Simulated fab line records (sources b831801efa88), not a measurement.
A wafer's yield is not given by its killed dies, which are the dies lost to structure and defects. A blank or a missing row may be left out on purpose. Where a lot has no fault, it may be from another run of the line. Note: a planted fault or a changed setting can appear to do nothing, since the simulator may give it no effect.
Which tool is to blame? :: flow gf180mcu :: 21 wafers from 7 lots sampled at 2 of the route's 602 steps

== WHAT THE GAUGES READ, wafer by wafer ==
GF_LVPWELL_TW_MEAS_11.
lot: L872
measured: day 4 05:33
on: film-metro-01
LVPWELL_TW: 558 556 556

lot: L874
measured: day 4 14:32
on: film-metro-01
LVPWELL_TW: 558 555 556

lot: L876
measured: day 4 23:22
on: film-metro-02
LVPWELL_TW: 560 562 562

lot: L878
measured: day 5 13:11
on: film-metro-02
LVPWELL_TW: 563 561 560

lot: L881
measured: day 6 10:01
on: film-metro-03
LVPWELL_TW: 569 565 569

lot: L887
measured: day 7 17:45
on: film-metro-02
LVPWELL_TW: 562 560 559

lot: L891
measured: day 8 12:57
on: film-metro-03
LVPWELL_TW: 1321 1325 1316

== TOOL THAT RAN EACH LOT (tool first, then ch and the chambers of the sampled wafers, then the start) ==
lot: L872
GF_LVPWELL_IMPLANT_08: implanter-01 ch 0, day 4 05:12

lot: L874
GF_LVPWELL_IMPLANT_08: implanter-03 ch 0, day 4 14:10

lot: L876
GF_LVPWELL_IMPLANT_08: implanter-03 ch 0, day 4 22:58

lot: L878
GF_LVPWELL_IMPLANT_08: implanter-03 ch 0, day 5 12:48

lot: L881
GF_LVPWELL_IMPLANT_08: implanter-01 ch 0, day 6 09:39

lot: L887
GF_LVPWELL_IMPLANT_08: implanter-03 ch 0, day 7 17:24

lot: L891
GF_LVPWELL_IMPLANT_08: implanter-02 ch 0, day 8 12:34
- GF_LVPWELL_IMPLANT_08

== THE ANSWER, worked out from the rows above alone ==
Rule: the usual values come from the lots themselves. The widest of any qualifying gaps counts: lots, ordered by their means at a reading, are off when they make up no more than a third of the lots, leave a main group of 4 or more, and stand apart from it by 3 or more times the standard deviation of that group's means. A main group is skipped when, at the precision printed for the reading in the tables above, its means are all equal. Also off: a lot with no number at a reading for which 4 or more lots have one. All remaining lots with rows at the step are treated as sound.
Off: L891, seen at GF_LVPWELL_TW_MEAS_11 (LVPWELL_TW). The main group: mean 561, standard deviation 3.8.
If a tool, at a process step before that reading, ran all the lots that are off and no sound lot after the first of them, it fits. Gauges at GF_LVPWELL_TW_MEAS_11: tried the same way as those tools. 2 tools fit, implanter-02 at GF_LVPWELL_IMPLANT_08 and film-metro-03 at GF_LVPWELL_TW_MEAS_11, so this cannot tell which one it is.

== WHAT THE SIMULATOR PUT IN ==
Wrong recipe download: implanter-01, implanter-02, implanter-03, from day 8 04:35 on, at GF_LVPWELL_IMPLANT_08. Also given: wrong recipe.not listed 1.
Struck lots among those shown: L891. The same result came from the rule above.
